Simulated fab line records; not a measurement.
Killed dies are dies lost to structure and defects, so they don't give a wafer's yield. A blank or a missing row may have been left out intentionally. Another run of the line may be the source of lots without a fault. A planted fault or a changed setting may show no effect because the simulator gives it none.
Struck lot and sound lot, side by side ; flow gf180mcu ; 20 steps out of a route of 602
Sound: these wafers, L537.1, L537.2, L537.6. Struck: wafer L544.1. (L544.4 of the same lot was not struck and is left out.) The cause comes at the end.
Each step with rows lists, per side, the tool, then ch with its chambers, then its first start. Under that, the readings that differ: sound wafers ; struck wafers ; difference of the means ; sigmas: that difference in standard deviations of wafers without a fault.
alike: readings with means less than 2 such deviations apart, plus words and numbers identical on both sides. not compared: withheld readings, readings lacking a value on some wafer, bounds such as >300 that could conceal the same value, and numbers that have no deviation in the record and whose values overlap.
The two part at a step that has a row with sigmas, a row that says differs or no value, or rows on one side only. Numbers that have no deviation but don't overlap get no sigmas and don't part them. A reading missing from all wafers of one side parts the sides only when that side holds two or more wafers.

first, 1 step without rows for these wafers: GF_V2_CMP_26 (polishes, stops on SiO2, t overpolish 15 s, target thk 0 nm).
GF_M3_SPUTTER_00: material Ti, target thk 37.5 nm, time 150 s.
  sound on pvdSputter-03, day 23 16:33; struck on pvdSputter-04, day 26 01:15
  alike: throttleValvePct
GF_M3_SPUTTER_01: material TiN, target thk 30 nm, time 25 s.
  sound on pvdSputter-03, day 23 16:39; struck on pvdSputter-04, day 26 01:21
  alike: throttleValvePct
GF_M3_SPUTTER_02: material AlCu, target thk 450 nm, time 23.9 s.
  sound on pvdSputter-03, day 23 16:41; struck on pvdSputter-04, day 26 01:23
  alike: throttleValvePct
GF_M3_SPUTTER_03: material Ti, target thk 10 nm, time 6.7 s.
  sound on pvdSputter-03, day 23 16:43; struck on pvdSputter-04, day 26 01:25
  alike: throttleValvePct
then, 1 step without rows for these wafers: GF_M3_SPUTTER_04 (material TiN, target thk 50 nm, time 41.7 s).
GF_M3_RS_MEAS_05: measurement is done with a four-point probe.
  sound on filmMetro-03, day 23 16:46; struck on filmMetro-02, day 26 01:28
  alike: M3_ALCU_RS
GF_M3_THK_MEAS_06: measures by xrf.
  sound on filmMetro-03, day 23 16:53; struck on filmMetro-02, day 26 01:35
  alike: M3_ALCU_THK
then, 4 steps without rows for these wafers: GF_M3_DEHYDRATE_07 (time 60 s); GF_M3_HMDS_08 (prime time 60 s); GF_M3_COAT_09 (resist thk 1000 nm); GF_M3_SOFTBAKE_10 (time 60 s).
GF_M3_EXPOSE_11: exposes mask Metal3, target cd 280 nm.
  sound on krfScanner-01 ch 0, day 24 04:16; struck on krfScanner-02 ch 0, day 26 12:26
  alike: mask
then, 2 steps without rows for these wafers: GF_M3_PEB_12 (peb time 90 s); GF_M3_DEVELOP_13 (develop time 60 s).
GF_M3_CD_MEAS_14: target cd 280 nm.
  sound on cdSem-01, day 24 15:24; struck on cdSem-01, day 26 22:20
reading;sound;struck;difference;sigmas
cdNm (nm);279.5 280.1 278.8;214.1;-65.4;-54
GF_M3_OVL_MEAS_15:
  sound on overlay-01, day 24 15:31; struck on overlay-02, day 26 22:27
  alike: M3_OVL
GF_M3_METAL_ETCH_16: etches the open film in Cl2/BCl3, stops on SiO2, target depth 750.8 nm, time 125.1 s.
  sound on rieMetal-03 ch 0,1, day 24 15:33; struck on rieMetal-02 ch 1, day 26 22:29
reading;sound;struck;difference;sigmas
model.M3.cdNm (nm);278 277.4 278.9;210.9;-67.2;
  alike: drypumpMotorCurrentA, oesProductAu, throttleValvePct
  not compared: rfHoursCounterH
GF_M3_STRIP_17: strips in O2/N2.
  sound on plasmaAsher-04 ch 0,1, day 24 15:41; struck on plasmaAsher-02 ch 0, day 26 22:44
  alike: drypumpMotorCurrentA, heaterPowerW, oesProductAu, stripTimeToEndpointS
  not compared: rfHoursCounterH
-- the record jumps here: 7 days lie between the struck wafers' starts before and after (it left off in module M3 and takes up again in module PASSIVATION, whose first step shown is number 602 of the route) --
GF_PASSIVATION_PROBE_99:
  the record has rows for the struck wafers here (prober-02, day 33 15:14) and none for the sound ones

== WHERE THEY PART ==
At GF_M3_CD_MEAS_14 first; at GF_PASSIVATION_PROBE_99 last (within this record only).

WHY: what the simulator had put in
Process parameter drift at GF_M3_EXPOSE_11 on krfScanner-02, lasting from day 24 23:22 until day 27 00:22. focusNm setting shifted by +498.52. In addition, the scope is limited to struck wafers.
